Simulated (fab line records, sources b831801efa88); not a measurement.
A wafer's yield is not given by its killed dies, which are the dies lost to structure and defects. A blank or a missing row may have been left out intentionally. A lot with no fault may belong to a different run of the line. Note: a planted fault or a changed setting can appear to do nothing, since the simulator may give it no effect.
Which tool was responsible? | flow sky130 | 6 lots with 18 wafers sampled at 2 steps, on a route of 708 steps

## WHAT THE GAUGES READ, wafer by wafer
SKY_LDD_HVP_OVL_MEAS_07.
lot  | measured     | on         | LDD_HVP_OVL (nm)
L320 | day 23 09:22 | overlay-02 | 1.2 1.4 2.2
L322 | day 24 22:15 | overlay-02 | -1.5 -4.1 -0.8
L326 | day 26 02:30 | overlay-01 | -2.5 -1.4 -2.1
L329 | day 27 01:18 | overlay-02 | -0.7 1.9 0.9
L331 | day 27 17:16 | overlay-01 | -0.7 -1.8 -0.9
L338 | day 29 12:22 | overlay-02 | 165.8 168.1 167.5

## EACH LOT AND THE TOOL THAT RAN IT (in order: tool; ch and the chambers of the sampled wafers; start)
lot  | SKY_LDD_HVP_EXPOSE_04
L320 | iline-stepper-01 ch 0, day 22 16:49
L322 | iline-stepper-01 ch 0, day 24 07:09
L326 | iline-stepper-02 ch 0, day 25 12:22
L329 | iline-stepper-02 ch 0, day 26 09:48
L331 | iline-stepper-02 ch 0, day 27 03:30
L338 | iline-stepper-01 ch 0, day 28 22:02
- SKY_LDD_HVP_EXPOSE_04: exposes mask HVPTM, target cd 700 nm.

## THE ANSWER, worked out from the rows above alone
Rule: usual is defined by the lots themselves. Put in order of their means at a reading, lots are off if they are a third of the lots or fewer, leave a main group of 4 or more, and stand apart from it by a gap of 3 or more times the standard deviation of the main group's means; of several such gaps the widest counts. If all means in a main group match to the digits the tables above print for the reading, that group is not used. Also off: a lot with no number at a reading for which 4 or more lots have one. Where the step has rows for the other lots, those lots are counted as sound.
Off: L338, at SKY_LDD_HVP_OVL_MEAS_07 (LDD_HVP_OVL). Mean -0.6 nm and standard deviation 1.5 in the main group.
If a tool, at a process step before that reading, ran all the lots that are off and no sound lot after the first of them, it fits. Gauges at SKY_LDD_HVP_OVL_MEAS_07: tried the same way as those tools. Can't be told from this: 2 tools fit, iline-stepper-01 at SKY_LDD_HVP_EXPOSE_04, overlay-02 at SKY_LDD_HVP_OVL_MEAS_07.

## WHAT HAD BEEN PUT IN BY THE SIMULATOR
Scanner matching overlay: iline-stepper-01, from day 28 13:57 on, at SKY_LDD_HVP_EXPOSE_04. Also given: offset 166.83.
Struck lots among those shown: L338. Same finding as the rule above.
